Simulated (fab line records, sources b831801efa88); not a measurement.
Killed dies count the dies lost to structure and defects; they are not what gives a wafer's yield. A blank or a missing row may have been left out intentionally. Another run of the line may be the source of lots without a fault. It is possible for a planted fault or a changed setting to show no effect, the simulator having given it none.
Comparing a struck lot with a sound one | flow sky130 | 32 steps out of a route of 708
Sound: wafers L444.1, L444.2, L444.4. The struck wafers were L457.2, L457.3, L457.4. At the end, the cause is stated.
For every step that has rows: the tool of each side, followed by ch and its chambers, followed by its first start. Under that, the readings that differ: sound wafers | struck wafers | difference of the means | sigmas: that difference in standard deviations of wafers without a fault.
alike: readings with means less than 2 such deviations apart, plus words and numbers identical on both sides. not compared: withheld readings, readings lacking a value on some wafer, bounds such as >300 that could conceal the same value, and numbers that have no deviation in the record and whose values overlap.
The two part at a step that has a row with sigmas, a row that says differs or no value, or rows on one side only. When numbers do not overlap yet have no deviation, they are printed without sigmas and do not part them. Lack of a reading on every wafer of one side parts them only where that side has two or more wafers.

SKY_PWDE_OVL_MEAS_07:
  struck on overlay-01, day 8 12:11; sound on overlay-01, day 5 23:38
  alike: PWDE_OVL
after that, 1 step had no rows for these wafers: SKY_PWDE_IMPLANT_08.
SKY_PWDE_STRIP_09: strips in O2/N2.
  sound on plasmaAsher-03 ch 0,1, day 5 23:49; struck on plasmaAsher-01 ch 0,1, day 8 12:22
  alike: drypumpMotorCurrentA, oesProductAu, stripTimeToEndpointS
  not compared: rfHoursCounterH
SKY_PWDE_TW_MEAS_10:
  struck on filmMetro-01, day 8 12:28; sound on filmMetro-02, day 5 23:55
  alike: PWDE_TW
then, 7 steps without rows for these wafers: SKY_NWELL_DEHYDRATE_03 (time 60 s); SKY_NWELL_HMDS_04 (prime time 60 s); SKY_NWELL_COAT_05 (resist thk 3000 nm); SKY_NWELL_SOFTBAKE_06; SKY_NWELL_EXPOSE_07 (exposes mask NWM, target cd 840 nm); SKY_NWELL_PEB_08; SKY_NWELL_DEVELOP_09 (develop time 60 s).
SKY_NWELL_OVL_MEAS_10:
  struck on overlay-02, day 9 11:41; sound on overlay-01, day 6 21:55
  alike: NWELL_00_OVL
SKY_NWELL_IMPLANT_11:
  sound on implanter-04 ch 0, day 6 21:58; struck on implanter-03 ch 0, day 9 11:45
reading                  | sound                | struck               | difference | sigmas
beamEnergyKeV            | 400.07 399.89 400.11 | 380.97 380.98 380.99 | -19.04     | -99 or more
model.implant.rpNm (nm)  | 499.6 499.6 499.6    | 483.3 483.3 483.3    | -16.3      | 
model.implant.drpNm (nm) | 116.9 116.9 116.9    | 113.9 113.9 113.9    | -3.0       | 
then, 2 steps without rows for these wafers: SKY_NWELL_IMPLANT_12; SKY_NWELL_IMPLANT_13.
SKY_NWELL_STRIP_14: strips in O2/N2.
  sound on plasmaAsher-01 ch 0,1, day 6 22:25; struck on plasmaAsher-01 ch 0,1, day 9 12:10
  alike: drypumpMotorCurrentA, oesProductAu, stripTimeToEndpointS
  not compared: rfHoursCounterH
SKY_NWELL_TW_MEAS_15:
  struck on filmMetro-01, day 9 12:17; sound on filmMetro-01, day 6 22:31
  alike: NWELL_TW
then, 7 steps without rows for these wafers: SKY_NWELL_DEHYDRATE_16 (time 60 s); SKY_NWELL_HMDS_17 (prime time 60 s); SKY_NWELL_COAT_18 (resist thk 3000 nm); SKY_NWELL_SOFTBAKE_19; SKY_NWELL_EXPOSE_20 (exposes mask NWM COMPLEMENT, target cd 840 nm); SKY_NWELL_PEB_21; SKY_NWELL_DEVELOP_22 (develop time 60 s).
SKY_NWELL_OVL_MEAS_23:
  struck on overlay-02, day 10 09:53; sound on overlay-01, day 7 17:40
  alike: NWELL_01_OVL
after that, 1 step had no rows for these wafers: SKY_NWELL_IMPLANT_24.
SKY_NWELL_STRIP_25: strips in O2/N2.
  sound on plasmaAsher-02 ch 0,1, day 7 17:52; struck on plasmaAsher-02 ch 0,1, day 10 10:04
  alike: drypumpMotorCurrentA, oesProductAu, stripTimeToEndpointS
  not compared: rfHoursCounterH
SKY_NWELL_TW_MEAS_26:
  struck on filmMetro-01, day 10 10:11; sound on filmMetro-03, day 7 17:58
  alike: NWELL_2_TW
then, 1 step without rows for these wafers: SKY_NWELL_CLEAN_27 (cleans in SC1/SC2, time 150 s).
SKY_NWELL_RTA_28: time 30 s.
  sound on rtpAnneal-02 ch 0, day 7 18:04; struck on rtpAnneal-01 ch 0, day 10 10:18
  alike: lampPowerPct, wafer_temp_C_max
SKY_NWELL_RS_MEAS_29: the measuring method here is four-point-probe.
  struck on filmMetro-01, day 10 10:46; sound on filmMetro-01, day 7 18:10
reading           | sound             | struck            | difference | sigmas
NWELL_RS (ohm/sq) | 627.4 626.1 626.6 | 634.2 633.4 633.1 | +6.9       | +5
  not compared: hold
-- the record jumps here: 40 days lie between the struck wafers' starts before and after (it left off in module NWELL and takes up again in module PAD_OPEN, whose first step shown is number 708 of the route) --
SKY_PAD_OPEN_PROBE_99:
  struck on prober-01, day 50 16:20; sound on prober-02, day 48 17:26
reading                                | sound                | struck               | difference | sigmas
model.etest.resNwell.lineOhmUm         | 1127 1108 1146       | 1189 1234 1224       | +89        | 
model.etest.resNwell.rsOhmSq           | 957.2 928.4 950.9    | 982.8 1012 1003      | +53.8      | 
model.etest.fieldP.vtV (V)             | -41.67 -40.42 -41.25 | -41.68 -42.94 -42.55 | -1.28      | 
model.etest.isoNwellNwell.leakLog10AUm | -13.1 -13.33 -13.33  | -13.73 -13.78 -13.81 | -0.52      | 
  alike: killed_at_M0_to_M3, killed_at_M4_up, killedAtContacts, killedAtFrontEnd, killedAtOther, killedDies, killedOpen, killedShort
  not compared: model.etest.tip_p_5v.rsOhmSq

WHERE THEY PART
At SKY_NWELL_IMPLANT_11 first; at SKY_NWELL_RS_MEAS_29 last (within this record only). Later steps at which nothing parts them and some readings are alike: SKY_PAD_OPEN_PROBE_99.

WHY: the cause the simulator had injected
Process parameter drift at SKY_NWELL_IMPLANT_11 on implanter-03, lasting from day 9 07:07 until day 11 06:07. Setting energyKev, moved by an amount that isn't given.
